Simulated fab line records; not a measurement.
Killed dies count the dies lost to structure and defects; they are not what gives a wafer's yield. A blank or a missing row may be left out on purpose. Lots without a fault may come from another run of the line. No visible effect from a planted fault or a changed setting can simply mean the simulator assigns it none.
fab line records / flow sky130
record: lots: 6 wafers: 18 lastDay: 50
route steps=708 shown FIELD_ISO@29 NWELL@32 DNWELL@35
lots untouched by any fault: they come from a run of this same line in which no faults occurred
startH: hours from the record's opening day to when the first of the lot's shown wafers began / waitH: hours from the lot's prior step to this one / " identical to the entry in the row above / L1.1+2: a single row standing in for several wafers / - value missing, or start not given / * or withheld: withheld / < > ~ a bound
route shown NAME@n: a module of which the file shows steps, and the number in the route of the first / usual: the fault-free wafers' mean and standard deviation / same: alike in all rows / chamber/n: place in a boat / sites: the reading at each site / _std_site: their standard deviation / _edge_site: outer sites' mean less inner sites' / radiusMm: for every site, how far away it sits from the centre of the wafer / mask NAME#n: copy n / behind: the most recent tool/chamber to have shaped the wafer / hold: reason for holding the lot/hours on hold/outcome of the hold / device: the transistor (n, p or np) that didn't switch / end of line: tests of these same wafers at the route's end / a step with no rows: only its recipe / killed: not the wafer's yield, but the dies lost to structure and defects at the first sort / map: a wafer's dies, x killed, . not, _ none there
set.NAME: the setting that was run; set.NAME@STEP: the one run at that earlier step / model.NAME: the simulator's own value behind a step, which no gauge read
a table for each step, a row for each wafer; lots at some steps of the route
services: from which hour (startH, from the record's first day; less than 0 if before it) a tool's chamber was out of use, for how many hours, and why
== steps ==
step: SKY_FIELD_ISO_WET_ETCH_28
recipe: chemistry: dHF targetDepthNm: 23.7 target: SiO2 dilution: 10:1 tempC: 25 timeS: 47
step: SKY_FIELD_ISO_WET_ETCH_29
recipe: chemistry: H3PO4 targetDepthNm: 160 target: Si3N4 tempC: 160 timeS: 1825
step: SKY_FIELD_ISO_WET_ETCH_30
recipe: chemistry: dHF targetDepthNm: 25 target: SiO2 dilution: 10:1 tempC: 25 timeS: 50
step: SKY_NWELL_CLEAN_00
recipe: chemistry: SC1/SC2 mix: 1:4:20 tempC: 70 timeS: 150 dry: n2Spin
step: SKY_NWELL_OXIDATION_01
recipe: tempC: 900 ambient: O2 stabiliseS: 600 purgeS: 300 targetThkA: 100 oxTimeS: 1418
step: SKY_NWELL_THK_MEAS_02
recipe: reads: SiO2_of_NWELL_OXIDATION_01
usual: NWELL_OXIDATION_THK: 10.03/0.18
lot.wafer=L342.3 tool=filmMetro-03 chamber=- startH=69.64 waitH=0.0 NWELL_OXIDATION_THK[nm]=10.06
lot.wafer=L342.4 tool=filmMetro-03 chamber=- startH=69.64 waitH=0.0 NWELL_OXIDATION_THK[nm]=10.21
lot.wafer=L342.6 tool=filmMetro-03 chamber=- startH=69.64 waitH=0.0 NWELL_OXIDATION_THK[nm]=10.21
lot.wafer=L344.1 tool=filmMetro-03 chamber=- startH=78.03 waitH=0.0 NWELL_OXIDATION_THK[nm]=10.21
lot.wafer=L344.2 tool=filmMetro-03 chamber=- startH=78.03 waitH=0.0 NWELL_OXIDATION_THK[nm]=10.36
lot.wafer=L344.5 tool=filmMetro-03 chamber=- startH=78.03 waitH=0.0 NWELL_OXIDATION_THK[nm]=10.30
lot.wafer=L348.1 tool=filmMetro-01 chamber=- startH=97.47 waitH=0.0 NWELL_OXIDATION_THK[nm]=9.80
lot.wafer=L348.2 tool=filmMetro-01 chamber=- startH=97.47 waitH=0.0 NWELL_OXIDATION_THK[nm]=9.89
lot.wafer=L348.3 tool=filmMetro-01 chamber=- startH=97.47 waitH=0.0 NWELL_OXIDATION_THK[nm]=9.69
lot.wafer=L349.3 tool=filmMetro-01 chamber=- startH=104.33 waitH=0.0 NWELL_OXIDATION_THK[nm]=10.35
lot.wafer=L349.4 tool=filmMetro-01 chamber=- startH=104.33 waitH=0.0 NWELL_OXIDATION_THK[nm]=10.30
lot.wafer=L349.6 tool=filmMetro-01 chamber=- startH=104.33 waitH=0.0 NWELL_OXIDATION_THK[nm]=10.31
lot.wafer=L355.3 tool=filmMetro-03 chamber=- startH=134.03 waitH=0.0 NWELL_OXIDATION_THK[nm]=10.15
lot.wafer=L355.4 tool=filmMetro-03 chamber=- startH=134.03 waitH=0.0 NWELL_OXIDATION_THK[nm]=10.15
lot.wafer=L355.5 tool=filmMetro-03 chamber=- startH=134.03 waitH=0.0 NWELL_OXIDATION_THK[nm]=9.98
lot.wafer=L358.1 tool=filmMetro-02 chamber=- startH=156.35 waitH=0.0 NWELL_OXIDATION_THK[nm]=10.16
lot.wafer=L358.2 tool=filmMetro-02 chamber=- startH=156.35 waitH=0.0 NWELL_OXIDATION_THK[nm]=9.98
lot.wafer=L358.4 tool=filmMetro-02 chamber=- startH=156.35 waitH=0.0 NWELL_OXIDATION_THK[nm]=10.05
step: SKY_DNWELL_DEHYDRATE_00
recipe: tempC: 200 timeS: 60
step: SKY_DNWELL_HMDS_01
recipe: primeTimeS: 60 primeTempC: 120
step: SKY_DNWELL_COAT_02
recipe: spinRpm: 2000 resistThkNm: 3000
step: SKY_DNWELL_SOFTBAKE_03
recipe: tempC: 110 timeS: withheld
step: SKY_DNWELL_EXPOSE_04
recipe: maskId: DNM na: 0.57 targetCdNm: 3000 doseMj: 222
step: SKY_DNWELL_PEB_05
recipe: tempC: 115 timeS: withheld
step: SKY_DNWELL_DEVELOP_06
recipe: wallAngleDeg: 90 developer: TMAH developTimeS: 60 devTempC: 23
usual: chillPlateTempC: 22.99/0.093 developTimeS: 60/0
lot.wafer=L342.3 tool=lithoTrack-04 chamber=0 startH=86 waitH=- chillPlateTempC=23.06 developTimeS=60
lot.wafer=L342.4 tool=lithoTrack-04 chamber=0 startH=86 waitH=- chillPlateTempC=23.05 developTimeS=60
lot.wafer=L342.6 tool=lithoTrack-04 chamber=0 startH=86 waitH=- chillPlateTempC=22.91 developTimeS=60
lot.wafer=L344.1 tool=lithoTrack-02 chamber=0 startH=94 waitH=- chillPlateTempC=22.97 developTimeS=60
lot.wafer=L344.2 tool=lithoTrack-02 chamber=0 startH=94 waitH=- chillPlateTempC=23.04 developTimeS=60
lot.wafer=L344.5 tool=lithoTrack-02 chamber=0 startH=94 waitH=- chillPlateTempC=23.09 developTimeS=60
lot.wafer=L348.1 tool=lithoTrack-03 chamber=- startH=115 waitH=- chillPlateTempC=- developTimeS=-
lot.wafer=L348.2 tool=lithoTrack-03 chamber=- startH=115 waitH=- chillPlateTempC=- developTimeS=-
lot.wafer=L348.3 tool=lithoTrack-03 chamber=- startH=115 waitH=- chillPlateTempC=- developTimeS=-
lot.wafer=L349.3 tool=lithoTrack-04 chamber=- startH=121 waitH=- chillPlateTempC=- developTimeS=-
lot.wafer=L349.4 tool=lithoTrack-04 chamber=- startH=121 waitH=- chillPlateTempC=- developTimeS=-
lot.wafer=L349.6 tool=lithoTrack-04 chamber=- startH=121 waitH=- chillPlateTempC=- developTimeS=-
lot.wafer=L355.3 tool=lithoTrack-04 chamber=0 startH=153 waitH=- chillPlateTempC=22.94 developTimeS=60
lot.wafer=L355.4 tool=lithoTrack-04 chamber=0 startH=153 waitH=- chillPlateTempC=22.99 developTimeS=60
lot.wafer=L355.5 tool=lithoTrack-04 chamber=0 startH=153 waitH=- chillPlateTempC=23.15 developTimeS=60
lot.wafer=L358.1 tool=lithoTrack-02 chamber=0 startH=176 waitH=- chillPlateTempC=23.06 developTimeS=60
lot.wafer=L358.2 tool=lithoTrack-02 chamber=0 startH=176 waitH=- chillPlateTempC=23.00 developTimeS=60
lot.wafer=L358.4 tool=lithoTrack-02 chamber=0 startH=176 waitH=- chillPlateTempC=23.04 developTimeS=60
step: SKY_DNWELL_IMPLANT_07
recipe: species: P energyKev: withheld doseCm2: withheld tiltDeg: withheld
step: SKY_DNWELL_STRIP_08
recipe: chemistry: O2/N2 powerW: 1400 pressureMtorr: 1500 platenTempC: withheld o2FlowSccm: 3000 n2FlowSccm: 300 overashFraction: 0.5
usual: chamberPressureMTorr: 1499.9/1.7 drypumpMotorCurrentA: 5.21/0.27 oesProductAu: 0.723/0.0048 stripTimeToEndpointS: 36.90/0.086
same: overashFraction: 0.5
lot.wafer=L342.3 tool=plasmaAsher-01 chamber=1 startH=86.89 waitH=0.1 chamberPressureMTorr=1502.8 drypumpMotorCurrentA=5.02 oesProductAu=0.714 rfHoursCounterH=- stripTimeToEndpointS=36.83
lot.wafer=L342.4 tool=plasmaAsher-01 chamber=0 startH=86.89 waitH=0.1 chamberPressureMTorr=1498.1 drypumpMotorCurrentA=5.06 oesProductAu=0.722 rfHoursCounterH=- stripTimeToEndpointS=36.85
lot.wafer=L342.6 tool=plasmaAsher-01 chamber=1 startH=86.89 waitH=0.1 chamberPressureMTorr=1500.3 drypumpMotorCurrentA=5.02 oesProductAu=0.729 rfHoursCounterH=- stripTimeToEndpointS=36.84
lot.wafer=L344.1 tool=plasmaAsher-04 chamber=0 startH=94.77 waitH=0.1 chamberPressureMTorr=1501.7 drypumpMotorCurrentA=5.10 oesProductAu=0.726 rfHoursCounterH=39 stripTimeToEndpointS=36.92
lot.wafer=L344.2 tool=plasmaAsher-04 chamber=1 startH=94.77 waitH=0.1 chamberPressureMTorr=1502.2 drypumpMotorCurrentA=5.39 oesProductAu=0.728 rfHoursCounterH=39 stripTimeToEndpointS=36.88
lot.wafer=L344.5 tool=plasmaAsher-04 chamber=0 startH=94.77 waitH=0.1 chamberPressureMTorr=1498.3 drypumpMotorCurrentA=5.08 oesProductAu=0.709 rfHoursCounterH=- stripTimeToEndpointS=36.90
lot.wafer=L348.1 tool=plasmaAsher-02 chamber=1 startH=115.87 waitH=0.1 chamberPressureMTorr=1499.3 drypumpMotorCurrentA=5.66 oesProductAu=0.720 rfHoursCounterH=31 stripTimeToEndpointS=36.87
lot.wafer=L348.2 tool=plasmaAsher-02 chamber=0 startH=115.87 waitH=0.1 chamberPressureMTorr=1499.4 drypumpMotorCurrentA=4.96 oesProductAu=0.732 rfHoursCounterH=31 stripTimeToEndpointS=36.96
lot.wafer=L348.3 tool=plasmaAsher-02 chamber=1 startH=115.87 waitH=0.1 chamberPressureMTorr=1501.4 drypumpMotorCurrentA=5.65 oesProductAu=0.715 rfHoursCounterH=- stripTimeToEndpointS=36.93
lot.wafer=L349.3 tool=plasmaAsher-02 chamber=0 startH=121.94 waitH=0.1 chamberPressureMTorr=1498.6 drypumpMotorCurrentA=4.93 oesProductAu=0.719 rfHoursCounterH=- stripTimeToEndpointS=37.08
lot.wafer=L349.4 tool=plasmaAsher-02 chamber=1 startH=121.94 waitH=0.1 chamberPressureMTorr=1501.4 drypumpMotorCurrentA=5.67 oesProductAu=0.722 rfHoursCounterH=- stripTimeToEndpointS=36.99
lot.wafer=L349.6 tool=plasmaAsher-02 chamber=0 startH=121.94 waitH=0.1 chamberPressureMTorr=1500.9 drypumpMotorCurrentA=4.94 oesProductAu=0.718 rfHoursCounterH=- stripTimeToEndpointS=37.01
lot.wafer=L355.3 tool=plasmaAsher-01 chamber=0 startH=153.59 waitH=0.1 chamberPressureMTorr=1498.8 drypumpMotorCurrentA=5.08 oesProductAu=0.726 rfHoursCounterH=- stripTimeToEndpointS=36.83
lot.wafer=L355.4 tool=plasmaAsher-01 chamber=1 startH=153.59 waitH=0.1 chamberPressureMTorr=1498.2 drypumpMotorCurrentA=5.03 oesProductAu=0.725 rfHoursCounterH=- stripTimeToEndpointS=36.78
lot.wafer=L355.5 tool=plasmaAsher-01 chamber=1 startH=153.59 waitH=0.1 chamberPressureMTorr=1500.6 drypumpMotorCurrentA=5.01 oesProductAu=0.724 rfHoursCounterH=- stripTimeToEndpointS=36.86
lot.wafer=L358.1 tool=plasmaAsher-04 chamber=0 startH=177.07 waitH=0.1 chamberPressureMTorr=1496.9 drypumpMotorCurrentA=5.12 oesProductAu=0.713 rfHoursCounterH=4 stripTimeToEndpointS=36.88
lot.wafer=L358.2 tool=plasmaAsher-04 chamber=1 startH=177.07 waitH=0.1 chamberPressureMTorr=1498.2 drypumpMotorCurrentA=5.39 oesProductAu=0.725 rfHoursCounterH=4 stripTimeToEndpointS=36.77
lot.wafer=L358.4 tool=plasmaAsher-04 chamber=1 startH=177.07 waitH=0.1 chamberPressureMTorr=1498.0 drypumpMotorCurrentA=5.34 oesProductAu=0.715 rfHoursCounterH=- stripTimeToEndpointS=36.81
step: SKY_DNWELL_TW_MEAS_09
usual: DNWELL_TW: 1114/6.2
lot.wafer=L342.3 tool=filmMetro-03 chamber=- startH=86.98 waitH=0.1 hold=- DNWELL_TW=1114
lot.wafer=L342.4 tool=filmMetro-03 chamber=- startH=86.98 waitH=0.1 hold=- DNWELL_TW=1121
lot.wafer=L342.6 tool=filmMetro-03 chamber=- startH=86.98 waitH=0.1 hold=- DNWELL_TW=1114
lot.wafer=L344.1 tool=filmMetro-02 chamber=- startH=94.87 waitH=0.1 hold=- DNWELL_TW=1108
lot.wafer=L344.2 tool=filmMetro-02 chamber=- startH=94.87 waitH=0.1 hold=- DNWELL_TW=1103
lot.wafer=L344.5 tool=filmMetro-02 chamber=- startH=94.87 waitH=0.1 hold=- DNWELL_TW=1109
lot.wafer=L348.1 tool=filmMetro-03 chamber=- startH=115.97 waitH=0.1 hold=awaitDispo/0.2h/release DNWELL_TW=30
lot.wafer=L348.2 tool=filmMetro-03 chamber=- startH=115.97 waitH=0.1 hold=awaitDispo/0.2h/release DNWELL_TW=30
lot.wafer=L348.3 tool=filmMetro-03 chamber=- startH=115.97 waitH=0.1 hold=awaitDispo/0.2h/release DNWELL_TW=30
lot.wafer=L348.1 tool=filmMetro-03 chamber=- startH=116.19 waitH=0.2 hold=- DNWELL_TW=30
lot.wafer=L348.2 tool=filmMetro-03 chamber=- startH=116.19 waitH=0.2 hold=- DNWELL_TW=30
lot.wafer=L348.3 tool=filmMetro-03 chamber=- startH=116.19 waitH=0.2 hold=- DNWELL_TW=30
lot.wafer=L349.3 tool=filmMetro-03 chamber=- startH=122.03 waitH=0.1 hold=awaitDispo/0.2h/release DNWELL_TW=30
lot.wafer=L349.4 tool=filmMetro-03 chamber=- startH=122.03 waitH=0.1 hold=awaitDispo/0.2h/release DNWELL_TW=30
lot.wafer=L349.6 tool=filmMetro-03 chamber=- startH=122.03 waitH=0.1 hold=awaitDispo/0.2h/release DNWELL_TW=30
lot.wafer=L349.3 tool=filmMetro-03 chamber=- startH=122.30 waitH=0.3 hold=- DNWELL_TW=30
lot.wafer=L349.4 tool=filmMetro-03 chamber=- startH=122.30 waitH=0.3 hold=- DNWELL_TW=30
lot.wafer=L349.6 tool=filmMetro-03 chamber=- startH=122.30 waitH=0.3 hold=- DNWELL_TW=30
lot.wafer=L355.3 tool=filmMetro-03 chamber=- startH=153.68 waitH=0.1 hold=- DNWELL_TW=1118
lot.wafer=L355.4 tool=filmMetro-03 chamber=- startH=153.68 waitH=0.1 hold=- DNWELL_TW=1119
lot.wafer=L355.5 tool=filmMetro-03 chamber=- startH=153.68 waitH=0.1 hold=- DNWELL_TW=1114
lot.wafer=L358.1 tool=filmMetro-01 chamber=- startH=177.17 waitH=0.1 hold=- DNWELL_TW=1119
lot.wafer=L358.2 tool=filmMetro-01 chamber=- startH=177.17 waitH=0.1 hold=- DNWELL_TW=1115
lot.wafer=L358.4 tool=filmMetro-01 chamber=- startH=177.17 waitH=0.1 hold=- DNWELL_TW=1117
== services ==
tool=plasmaAsher-04 chamber=- startH=108.75 hours=9.0 kind=pm
tool=plasmaAsher-04 chamber=0 startH=108.75 hours=9.0 kind=ventCycle
tool=plasmaAsher-04 chamber=1 startH=108.75 hours=9.0 kind=ventCycle
tool=plasmaAsher-04 chamber=0 startH=117.75 hours=- kind=clean
tool=plasmaAsher-04 chamber=1 startH=117.75 hours=- kind=clean
tool=plasmaAsher-04 chamber=- startH=120.03 hours=15.6 kind=pm
tool=plasmaAsher-02 chamber=- startH=145.49 hours=0.8 kind=repair
== key ==
firstSign: step: SKY_DNWELL_DEVELOP_06 reading: toolRecord direction: missing
effect: step: SKY_DNWELL_TW_MEAS_09 reading: visit direction: added
effect: step: SKY_DNWELL_TW_MEAS_09 reading: DNWELL_TW direction: down sigmas: 99+ usual: 1114 struck: 30
metAt SKY_DNWELL_DEVELOP_06
struckWafers L348.1,L348.2,L348.3,L349.3,L349.4,L349.6
scrappedBehind SKY_DNWELL_TW_MEAS_09 L348.1,L348.2,L348.3,L349.3,L349.4,L349.6
onsetBetween 86 115
fault: kind: skippedStepWhole tool: lithoTrack-03,lithoTrack-04 chamber: - onsetH: 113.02 steps: SKY_DNWELL_DEVELOP_06 scope: struckLotsOnly
